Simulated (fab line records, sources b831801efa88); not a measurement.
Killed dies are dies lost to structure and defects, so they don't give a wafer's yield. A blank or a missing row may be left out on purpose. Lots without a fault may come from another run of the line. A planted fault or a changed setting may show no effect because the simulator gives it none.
Which tool did it? | flow gf180mcu | 14 lots, 42 wafers sampled, at 2 steps of a route of 602

WHAT THE GAUGES READ, wafer by wafer
GF_V4_THK_MEAS_03.
lot  | measured     | on            | V4_CVD_02_THK (nm)
L759 | day 23 07:32 | film_metro-03 | 855 836 849
L761 | day 24 04:20 | film_metro-02 | 848 839 869
L762 | day 24 12:56 | film_metro-02 | 865 855 877
L763 | day 25 07:52 | film_metro-03 | 849 849 861
L766 | day 26 08:07 | film_metro-03 | 858 869 864
L767 | day 26 10:38 | film_metro-02 | 836 840 840
L769 | day 26 22:56 | film_metro-02 | 855 865 857
L770 | day 27 11:36 | film_metro-03 | 834 854 848
L772 | day 27 21:54 | film_metro-03 | 856 841 861
L773 | day 28 09:40 | film_metro-04 | 851 851 849
L774 | day 28 21:26 | film_metro-03 | 840 858 850
L778 | day 29 16:02 | film_metro-02 | 841 858 856
L781 | day 30 06:34 | film_metro-04 | 845 839 873
L782 | day 30 12:25 | film_metro-02 | 846 857 864

WHICH TOOL RAN EACH LOT (tool, then ch and the chambers of the sampled wafers, then the start)
lot  | GF_V4_CVD_02
L759 | pecvd-04 ch 0,1, day 23 07:27
L761 | pecvd-04 ch 1,2, day 24 04:16
L762 | pecvd-02 ch 0,1,2, day 24 12:52
L763 | pecvd-04 ch 0,1,2, day 25 07:47
L766 | pecvd-01 ch 0,1, day 26 08:02
L767 | pecvd-01 ch 0,1,2, day 26 10:34
L769 | pecvd-02 ch 0,1,2, day 26 22:53
L770 | pecvd-01 ch 0,1, day 27 11:32
L772 | pecvd-02 ch 0,1, day 27 21:49
L773 | pecvd-01 ch 0,1,2, day 28 09:34
L774 | pecvd-01 ch 1,2, day 28 21:21
L778 | pecvd-02 ch 0,2, day 29 15:56
L781 | pecvd-01 ch 0,1, day 30 06:29
L782 | pecvd-04 ch 0,1,2, day 30 12:21
- GF_V4_CVD_02: deposits SiO2 from TEOS, target thk 850 nm, time 94.851 s.

WHAT THE TOOLS THEMSELVES READ (means of the sampled wafers that have a number; where no wafer has one, the mark that the record gives instead)
GF_V4_CVD_02.
lot  | tool     | heater_power_w (W)
L759 | pecvd-04 | 603
L761 | pecvd-04 | 620
L762 | pecvd-02 | 652
L763 | pecvd-04 | 602
L766 | pecvd-01 | 637
L767 | pecvd-01 | 666
L769 | pecvd-02 | 599
L770 | pecvd-01 | 712
L772 | pecvd-02 | 665
L773 | pecvd-01 | 663
L774 | pecvd-01 | 649
L778 | pecvd-02 | 698
L781 | pecvd-01 | 704
L782 | pecvd-04 | 578

THE ANSWER, worked out from the rows above alone
Rule: what is usual is taken from the lots themselves. Put in order of their means at a reading, lots are off if they are a third of the lots or fewer, leave a main group of 4 or more, and stand apart from it by a gap of 3 or more times the standard deviation of the main group's means; of several such gaps the widest counts. A main group whose means are all the same, to the digits that the tables above print for the reading, isn't used. A lot without any number at a reading at which 4 lots or more have one is off too. The other lots that the step has rows for count as sound. The gauges are gone through in route order, then the tools' own readings, and for those a lot's mean is taken as printed above. The first step at which some lot is off is used, and at that step the reading that is off furthest; a lot without a number counts as furthest.
No lot is off at any reading shown: from this, nothing can be told.

WHAT THE SIMULATOR HAD PUT IN
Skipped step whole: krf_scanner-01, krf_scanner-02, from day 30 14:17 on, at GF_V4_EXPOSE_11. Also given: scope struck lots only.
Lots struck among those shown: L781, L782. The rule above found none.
